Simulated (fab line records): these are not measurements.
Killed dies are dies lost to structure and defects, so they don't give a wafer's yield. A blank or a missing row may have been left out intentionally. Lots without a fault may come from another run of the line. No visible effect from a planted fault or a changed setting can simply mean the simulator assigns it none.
Which of the tools did it? :: flow gf180mcu :: 36 wafers sampled from 12 lots at 1 step of a route of 602

WHAT EACH GAUGE READ, for each wafer
GF_STI_THK_MEAS_30.
lot: L075
measured: day 2 11:37
on: film metro-02
STI_OXIDATION_02_THK (nm): 10.10 10.04 10.11

lot: L077
measured: day 2 21:42
on: film metro-02
STI_OXIDATION_02_THK (nm): 10.06 10.26 10.06

lot: L079
measured: day 3 08:15
on: film metro-03
STI_OXIDATION_02_THK (nm): 10.02 10.19 10.12

lot: L081
measured: day 3 18:56
on: film metro-02
STI_OXIDATION_02_THK (nm): 10.14 10.33 10.31

lot: L083
measured: day 4 04:50
on: film metro-02
STI_OXIDATION_02_THK (nm): 9.71 9.82 9.86

lot: L085
measured: day 4 14:35
on: film metro-02
STI_OXIDATION_02_THK (nm): 10.01 9.97 10.00

lot: L087
measured: day 5 00:26
on: film metro-02
STI_OXIDATION_02_THK (nm): 9.91 9.83 9.98

lot: L089
measured: day 5 13:19
on: film metro-01
STI_OXIDATION_02_THK (nm): 9.79 9.78 9.77

lot: L091
measured: day 5 23:33
on: film metro-01
STI_OXIDATION_02_THK (nm): 9.77 9.81 9.85

lot: L093
measured: day 6 09:50
on: film metro-02
STI_OXIDATION_02_THK (nm): 10.06 10.32 10.04

lot: L095
measured: day 6 19:34
on: film metro-02
STI_OXIDATION_02_THK (nm): 9.85 9.79 9.85

lot: L097
measured: day 7 04:14
on: film metro-02
STI_OXIDATION_02_THK (nm): 9.72 9.94 9.85

EACH LOT AND THE TOOL THAT RAN IT (in order: tool; ch and the chambers of the sampled wafers; start)
The record shows no process step preceding these readings.

THE ANSWER, worked out from the rows above alone
Rule: what is usual is taken from the lots themselves. The widest of any qualifying gaps counts: lots, ordered by their means at a reading, are off when they make up no more than a third of the lots, leave a main group of 4 or more, and stand apart from it by 3 or more times the standard deviation of that group's means. If all means in a main group match to the digits the tables above print for the reading, that group is not used. Also off: a lot with no number at a reading for which 4 or more lots have one. Where the step has rows for the other lots, those lots are counted as sound.
No lot is off on any of the readings shown, so nothing can be concluded from this.

WHAT THE SIMULATOR PUT IN
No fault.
